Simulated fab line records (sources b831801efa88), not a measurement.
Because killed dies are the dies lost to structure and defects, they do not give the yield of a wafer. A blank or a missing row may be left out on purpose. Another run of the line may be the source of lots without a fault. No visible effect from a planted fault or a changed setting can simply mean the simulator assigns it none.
Struck lot and sound lot, side by side	flow sky130	15 steps out of a route of 708
Sound: the wafers L206.2, L206.4, L206.5. Wafers struck: L215.2, L215.4, L215.6. Last of all comes the cause.
Each step with rows lists, per side, the tool, then ch with its chambers, then its first start. Under that, the readings that differ: sound wafers	struck wafers	difference of the means	sigmas: that difference in standard deviations of wafers without a fault.
alike: readings whose means differ by less than 2 such deviations, and words and numbers that are the same on both sides. not compared: withheld readings, readings that some wafer has no value for, bounds like >300 that may hide the same value, and numbers for which the record gives no deviation and whose values overlap.
Wherever a step has rows on one side only, a row that says differs or no value, or a row with sigmas, the two part there. When numbers do not overlap yet have no deviation, they are printed without sigmas and do not part them. Lack of a reading on every wafer of one side parts them only where that side has two or more wafers.

first, 3 steps without rows for these wafers: SKY_SONOS_TUNNEL_EXPOSE_04 (exposes mask TUNM, target cd 410 nm); SKY_SONOS_TUNNEL_PEB_05; SKY_SONOS_TUNNEL_DEVELOP_06 (develop time 60 s).
SKY_SONOS_TUNNEL_CD_MEAS_07: target cd 410 nm.
  sound: cd-sem-01 at day 13 05:26; struck: cd-sem-01 at day 15 21:34
reading	sound	struck	difference	sigmas
cd-nm (nm)	412.2 413.6 414.3	407.8 409.0 408.4	-5.0	-2
SKY_SONOS_TUNNEL_OVL_MEAS_08:
  sound: overlay-01 at day 13 05:32; struck: overlay-01 at day 15 21:40
  alike: SONOS_TUNNEL_OVL
then, 3 steps without rows for these wafers: SKY_SONOS_TUNNEL_IMPLANT_09; SKY_SONOS_TUNNEL_WET_ETCH_10 (etches SiO2 in dHF, target depth 14 nm, time 280 s); SKY_SONOS_TUNNEL_STRIP_11 (strips in SPM, time 600 s).
SKY_SONOS_TUNNEL_TW_MEAS_12:
  sound: film-metro-02 at day 13 05:59; struck: film-metro-02 at day 15 22:13
  alike: SONOS_TUNNEL_TW
then, 2 steps without rows for these wafers: SKY_SONOS_TUNNEL_CLEAN_13 (cleans in dHF, time 20 s); SKY_SONOS_ONO_OXIDATION_00 (stabilise 600 s, purge 300 s, target thk 2.6 nm).
SKY_SONOS_ONO_THK_MEAS_01:
  sound: film-metro-03 at day 13 07:50; struck: film-metro-04 at day 15 23:38
reading	sound	struck	difference	sigmas
SONOS_ONO_OXIDATION_THK (nm)	2.63 2.72 2.61	2.50 2.49 2.50	-0.16	-2
SKY_SONOS_ONO_CVD_02: deposits Si3N4 from DCS/NH3, target thk 10.5 nm, time 180 s.
  sound on lpcvd-02 ch 0, day 13 09:04; struck on lpcvd-02 ch 1, day 15 23:49
reading	sound	struck	difference	sigmas
spike-tc-bottom-C (C)	787.8 789.3 787.6	781.7 781.5 782.4	-6.4	-4
spike-tc-centre-C (C)	771.1 771.0 773.2	764.8 763.6 763.2	-7.9	-8
spike-tc-lower-C (C)	770.0 771.8 772.0	760.3 762.8 761.9	-9.6	-9
spike-tc-top-C (C)	783.8 782.3 784.1	780.2 778.1 777.7	-4.7	-3
spike-tc-upper-C (C)	768.0 769.3 770.1	762.8 762.4 761.4	-6.9	-6
model.Si3N4_of_SONOS_ONO_CVD_02.thk-nm (nm)	10.55 10.51 10.49	8.696 8.772 8.657	-1.808	
SKY_SONOS_ONO_THK_MEAS_03:
  sound: film-metro-01 at day 13 10:07; struck: film-metro-04 at day 16 01:05
reading	sound	struck	difference	sigmas
SONOS_ONO_CVD_02_THK (nm)	10.58 10.55 10.54	8.69 8.76 8.67	-1.85	-13
  not compared: hold
-- a jump in the record: the struck wafers' starts before and after are 33 days apart (it breaks off in module SONOS_ONO and resumes in module PAD_OPEN, where the first step shown is number 708 of the route) --
SKY_PAD_OPEN_PROBE_99:
  sound: prober-01 at day 47 10:59; struck: prober-02 at day 49 10:55
reading	sound	struck	difference	sigmas
killed-at-front-end	22 23 23	12 9 17	-10	-2
killed-dies	97 92 115	82 81 77	-21	-2
killed-open	54 49 71	46 48 30	-17	-3
model.etest.sonos-uncharged.r-on-ohm-um	806.2 824.9 825.5	785.6 790.5 778	-34.2	
model.etest.cap-ono.gate-log10-a-cm2	-8.104 -8.121 -8.091	-6.866 -6.955 -6.787	+1.236	
model.etest.cap-ono.gate-bv-v (V)	16.65 16.71 16.92	15.77 15.79 15.3	-1.14	
model.etest.cap-ono.tox-acc-nm (nm)	13.04 13.02 13.03	12.09 12.08 11.99	-0.98	
model.etest.sonos-programmed.vt-v (V)	1.385 1.399 1.376	1.794 1.762 1.781	+0.392	
model.etest.sonos-erased.vt-v (V)	-2.193 -2.197 -2.22	-2.5 -2.507 -2.543	-0.3	
model.etest.sonos-baked.vt-less-v (V)	-0.4423 -0.4346 -0.4493	-0.7258 -0.7106 -0.7485	-0.2862	
  alike: killed_at_M0_to_M3, killed_at_M4_up, killed-at-contacts, killed-at-other, killed-short
  not compared: model.etest.sonos-erased.drive-ua-um

## WHERE THEY PART
First at SKY_SONOS_TUNNEL_CD_MEAS_07; last, within this record, at SKY_PAD_OPEN_PROBE_99.

WHY: what the simulator had put in
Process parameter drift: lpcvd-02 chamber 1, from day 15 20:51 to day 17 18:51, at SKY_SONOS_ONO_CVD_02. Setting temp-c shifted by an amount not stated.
